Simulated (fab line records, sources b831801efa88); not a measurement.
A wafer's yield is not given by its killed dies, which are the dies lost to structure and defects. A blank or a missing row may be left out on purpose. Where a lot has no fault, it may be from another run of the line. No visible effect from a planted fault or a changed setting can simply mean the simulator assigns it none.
Comparing a struck lot with a sound one + flow sky130 + 36 out of 708 route steps
Sound: these wafers, L828.1, L828.2, L828.6. Struck: wafers L819.1, L819.5, L819.6. The cause is named last.
At each step with rows: each side's tool, then ch and its chambers, then its first start. Under that, the readings that differ: sound wafers + struck wafers + difference of the means + sigmas: that difference in standard deviations of wafers without a fault.
alike: readings with means less than 2 such deviations apart, plus words and numbers identical on both sides. not compared: withheld readings, readings lacking a value on some wafer, bounds such as >300 that could conceal the same value, and numbers that have no deviation in the record and whose values overlap.
Wherever a step has rows on one side only, a row that says differs or no value, or a row with sigmas, the two part there. Numbers that have no deviation but don't overlap get no sigmas and don't part them. A reading missing from all wafers of one side parts the sides only when that side holds two or more wafers.

first, 10 steps without rows for these wafers: SKY_GATE_OXIDE_COAT_05 (resist thk 1140 nm); SKY_GATE_OXIDE_SOFTBAKE_06 (time 60 s); SKY_GATE_OXIDE_EXPOSE_07 (exposes mask LVOM, target cd 600 nm); SKY_GATE_OXIDE_PEB_08; SKY_GATE_OXIDE_DEVELOP_09 (develop time 60 s); SKY_GATE_OXIDE_IMPLANT_11; SKY_GATE_OXIDE_WET_ETCH_12 (etches SiO2 in dHF, target depth 16.8 nm, time 336 s); SKY_GATE_OXIDE_STRIP_13 (strips in O2/N2); SKY_GATE_OXIDE_CLEAN_15 (cleans in SC1/SC2, time 150 s); SKY_GATE_OXIDE_OXIDATION_16 (stabilise 600 s, purge 300 s, target thk 3.57 nm).
SKY_POLY_GATE_CVD_00: deposits poly-Si, target thk 180 nm, time 720 s.
  sound on lpcvd-01 ch 1, day 20 19:37; struck on lpcvd-01 ch 0, day 17 20:11
| reading                   | sound             | struck            | difference | sigmas |
|---------------------------|-------------------|-------------------|------------|--------|
| spike_tc_centre_C (C)     | 619.8 619.9 621.1 | 599.2 596.2 597.0 | -22.8      | -21    |
| spike_tc_lower_C (C)      | 620.6 620.2 620.2 | 626.4 625.0 625.5 | +5.3       | +5     |
| spike_tc_upper_C (C)      | 620.3 619.8 618.2 | 625.1 622.8 622.7 | +4.1       | +4     |
| zone_power_centre_pct (%) | 9.44 9.35 9.45    | 5.00 5.07 4.94    | -4.41      | -19    |
| zone_power_lower_pct (%)  | 7.8 7.6 7.8       | 11.1 11.1 11.2    | +3.4       | +5     |
| zone_power_upper_pct (%)  | 9.8 9.9 9.8       | 11.1 10.9 10.9    | +1.1       | +3     |
  alike: pressure_mtorr, susceptor_temp_C
  not compared: model.poly-Si_of_POLY_GATE_CVD_00.thk_nm
SKY_POLY_GATE_THK_MEAS_01:
  sound on film_metro-01 at day 20 20:49; struck on film_metro-01 at day 17 21:23
| reading                   | sound             | struck            | difference | sigmas |
|---------------------------|-------------------|-------------------|------------|--------|
| POLY_GATE_CVD_00_THK (nm) | 179.3 176.0 175.3 | 151.9 171.7 175.5 | -10.5      | -8     |
then, 9 steps without rows for these wafers: SKY_RES_PROTECT_DEHYDRATE_00 (time 60 s); SKY_RES_PROTECT_HMDS_01 (prime time 60 s); SKY_RES_PROTECT_COAT_02 (resist thk 1140 nm); SKY_RES_PROTECT_SOFTBAKE_03 (time 60 s); SKY_RES_PROTECT_EXPOSE_04 (exposes mask RPM, target cd 1270 nm); SKY_RES_PROTECT_PEB_05; SKY_RES_PROTECT_DEVELOP_06 (develop time 60 s); SKY_POLY_GATE_IMPLANT_02; SKY_RES_PROTECT_STRIP_07 (strips in O2/N2).
SKY_RES_PROTECT_CLEAN_09: cleans in SC1/SC2, time 150 s.
  sound on wet_bench-03 ch 3, day 22 03:58; struck on wet_bench-01 ch 2, day 19 02:52
  alike: bath_heat_duty_pct
  not compared: model.poly-Si_of_POLY_GATE_CVD_00.thk_nm
then, 11 steps without rows for these wafers: SKY_POLY_GATE_CVD_03 (deposits Si3N4 from DCS/NH3, target thk 75 nm, time 1290 s); SKY_POLY_GATE_DEHYDRATE_05 (time 60 s); SKY_POLY_GATE_HMDS_06 (prime time 60 s); SKY_POLY_GATE_COAT_07 (resist thk 110 nm); SKY_POLY_GATE_COAT_08 (resist thk 450 nm); SKY_POLY_GATE_SOFTBAKE_09 (time 90 s); SKY_POLY_GATE_EXPOSE_10 (exposes mask P1M, target cd 150 nm); SKY_POLY_GATE_PEB_11; SKY_POLY_GATE_DEVELOP_12 (develop time 60 s); SKY_POLY_GATE_ETCH_15 (etches BARC in N2/H2, stops on SiO2, time 118.5 s, target depth 110 nm); SKY_POLY_GATE_ETCH_16 (etches Si3N4 in CH3F/O2, stops on poly-Si, time 147.5 s, target depth 75 nm).
SKY_POLY_GATE_ETCH_17: etches poly-Si in HBr/Cl2, stops on SiO2, target depth 180 nm, time 70.5 s.
  sound on rie_si-01 ch 0,1,3, day 23 13:17; struck on rie_si-02 ch 0,1,2, day 20 12:14
| reading               | sound             | struck            | difference | sigmas |
|-----------------------|-------------------|-------------------|------------|--------|
| oes_product_au (a.u.) | 0.983 0.973 0.971 | 0.884 0.966 0.978 | -0.033     | -4     |
  alike: chamber_pressure_mTorr, drypump_motor_current_A, he_backside_leak_sccm, mfc_cl2_sccm, rf_fwd_power_W, throttle_valve_pct
  not compared: rf_hours_counter_h, model.etch.depth_nm, model.POLY_GATE.feature_depth_nm
then, 1 step without rows for these wafers: SKY_POLY_GATE_STRIP_18 (strips in O2/N2).
-- here the record skips 28 days between the struck wafers' starts before and after, leaving off in module POLY_GATE and picking up in module PAD_OPEN (first step shown: number 708 of the route) --
SKY_PAD_OPEN_PROBE_99:
  sound on prober-02 at day 50 11:19; struck on prober-02 at day 48 14:46
| reading                          | sound             | struck          | difference | sigmas |
|----------------------------------|-------------------|-----------------|------------|--------|
| model.etest.res_poly.line_ohm_um | 503.7 490.6 483.8 | 609.3 521 512.5 | +54.9      |        |
  alike: killed_at_M0_to_M3, killed_at_M4_up, killed_at_contacts, killed_at_front_end, killed_at_other, killed_dies, killed_open, killed_short
  not compared: model.etest.res_high_po.line_ohm_um, model.etest.res_high_po.rs_ohm_sq, model.etest.res_poly.rs_ohm_sq, model.etest.cap_li_to_poly.c_af_um2

WHERE THEY PART
First at SKY_POLY_GATE_CVD_00; last, within this record, at SKY_POLY_GATE_ETCH_17. Later steps at which nothing parts them and some readings are alike: SKY_PAD_OPEN_PROBE_99.

WHY: whatever the simulator had introduced
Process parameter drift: lpcvd-01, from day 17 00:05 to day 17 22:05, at SKY_POLY_GATE_CVD_00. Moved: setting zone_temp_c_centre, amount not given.
